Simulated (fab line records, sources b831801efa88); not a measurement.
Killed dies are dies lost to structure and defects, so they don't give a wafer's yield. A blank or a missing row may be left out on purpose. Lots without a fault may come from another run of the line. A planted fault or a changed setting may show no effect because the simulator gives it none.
Chamber matching | flow sky130 | SKY_VIA4_CMP_02 on cmp-02: 4 sister chambers
The step polishes SiO2. 14 wafers are shown with their chamber, then 7 later ones without.

WAFERS WITH THEIR CHAMBER
wafer  | chamber | motor_current_A (A) | retaining_ring_pressure_frac
L208.1 | 0       | 11.3                | 1.009
L208.4 | 3       | 11.7                | 0.996
L208.5 | 1       | 11.5                | 0.998
L211.2 | 0       | 11.2                | 0.995
L211.5 | 3       | 11.7                | 0.993
L211.6 | 2       | 9.7                 | 0.997
L219.1 | 2       | 10.1                | 1.002
L219.4 | 3       | 11.7                | 0.991
L219.6 | 0       | 11.2                | 1.004
L225.1 | 1       | 11.1                | 1.004
L225.4 | 3       | 12.5                | 0.992
L225.6 | 3       | 11.6                | 0.991
L227.1 | 0       | 11.2                | 1.008
L227.2 | 1       | 11.0                | 1.005

SIGNATURES (means of the wafers above)
reading                      | chamber 0 | chamber 1 | chamber 2 | chamber 3 | scatter within a chamber
motor_current_A              | 11.225    | 11.200    | 9.900     | 11.840    | 0.279
retaining_ring_pressure_frac | 1.00400   | 1.00233   | 0.99950   | 0.99260   | 0.00425
Rule: a wafer's distance from a chamber is the root of the sum, over the readings, of the square of ((its reading less the chamber's mean) divided by the reading's scatter). The wafer belongs to the nearest chamber; if the next one is less than 2 further off, it can't be placed. The scatter: the root of (the sum of the squares of (reading less its chamber's mean) over the shown wafers, divided by (wafers less chambers)).

WAFERS WITHOUT THEIR CHAMBER
wafer  | motor_current_A (A) | retaining_ring_pressure_frac
L227.3 | 12.2                | 1.002
L228.1 | 12.0                | 1.000
L228.4 | 11.2                | 0.998
L228.5 | 11.4                | 1.001
L229.2 | 11.7                | 1.003
L229.3 | 10.1                | 1.002
L229.4 | 12.7                | 1.003

WHICH CHAMBER EACH WENT THROUGH
wafer  | from the rows above          | in truth
L227.3 | can't be placed: 3 or 0 or 1 | 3
L228.1 | can't be placed: 3 or 1 or 0 | 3
L228.4 | can't be placed: 1 or 0 or 3 | 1
L228.5 | can't be placed: 1 or 0 or 3 | 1
L229.2 | can't be placed: 0 or 1 or 3 | 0
L229.3 | 2                            | 2
L229.4 | can't be placed: 3 or 0 or 1 | 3
Placed correctly: 1 of 7. Can't be placed from these rows: 6 (the true chamber is among the candidates in 6). Placed wrongly: 0.
